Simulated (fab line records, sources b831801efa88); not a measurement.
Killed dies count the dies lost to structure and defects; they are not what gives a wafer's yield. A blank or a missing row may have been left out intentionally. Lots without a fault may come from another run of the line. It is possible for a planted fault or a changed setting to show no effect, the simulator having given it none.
Matching of chambers / flow gf180mcu / GF_STI_CMP_25 on cmp-02: 4 sister chambers
The step polishes, stops on Si3N4, t overpolish 33 s, target thk 524.6 nm. 8 wafers are shown with their chamber, then 7 later ones without.

WAFERS WITH THEIR CHAMBER
wafer=L080.6; chamber=1; timeToEndpointS (s)=116; motorCurrentA (A)=12.0
wafer=L081.2; chamber=1; timeToEndpointS (s)=116; motorCurrentA (A)=11.8
wafer=L081.5; chamber=0; timeToEndpointS (s)=115; motorCurrentA (A)=11.0
wafer=L087.5; chamber=3; timeToEndpointS (s)=125; motorCurrentA (A)=9.5
wafer=L088.1; chamber=3; timeToEndpointS (s)=129; motorCurrentA (A)=10.9
wafer=L088.6; chamber=2; timeToEndpointS (s)=125; motorCurrentA (A)=11.3
wafer=L089.2; chamber=0; timeToEndpointS (s)=116; motorCurrentA (A)=11.3
wafer=L089.4; chamber=2; timeToEndpointS (s)=119; motorCurrentA (A)=11.0

WAFERS WITHOUT THEIR CHAMBER
wafer=L089.5; timeToEndpointS (s)=117; motorCurrentA (A)=12.1
wafer=L091.2; timeToEndpointS (s)=121; motorCurrentA (A)=11.2
wafer=L091.4; timeToEndpointS (s)=124; motorCurrentA (A)=10.8
wafer=L091.5; timeToEndpointS (s)=128; motorCurrentA (A)=10.5
wafer=L096.1; timeToEndpointS (s)=123; motorCurrentA (A)=10.9
wafer=L096.4; timeToEndpointS (s)=128; motorCurrentA (A)=11.0
wafer=L096.5; timeToEndpointS (s)=124; motorCurrentA (A)=11.9

EACH ONE'S CHAMBER
wafer=L089.5; from the rows above=can't be placed: 1 or 0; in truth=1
wafer=L091.2; from the rows above=can't be placed: 2 or 0 or 1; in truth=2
wafer=L091.4; from the rows above=can't be placed: 2 or 3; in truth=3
wafer=L091.5; from the rows above=can't be placed: 3 or 2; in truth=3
wafer=L096.1; from the rows above=can't be placed: 2 or 3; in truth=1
wafer=L096.4; from the rows above=can't be placed: 3 or 2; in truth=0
wafer=L096.5; from the rows above=can't be placed: 2 or 1 or 3 or 0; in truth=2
Placed correctly: 0 of 7. These rows do not allow placing 7 (true chamber among the candidates in 5). Placed wrongly: 0.
How it was worked out, from the rows above alone: a wafer's distance from a chamber is the root of the sum, over the readings, of the square of ((its reading less the chamber's mean) divided by the reading's scatter). The wafer belongs to the nearest chamber; if the next one is less than 2 further off, it can't be placed. Each chamber's mean is taken over the wafers shown for it. The scatter: take each reading less its chamber's mean, square it, sum over the shown wafers, divide by the number of wafers less the number of chambers, and take the root.
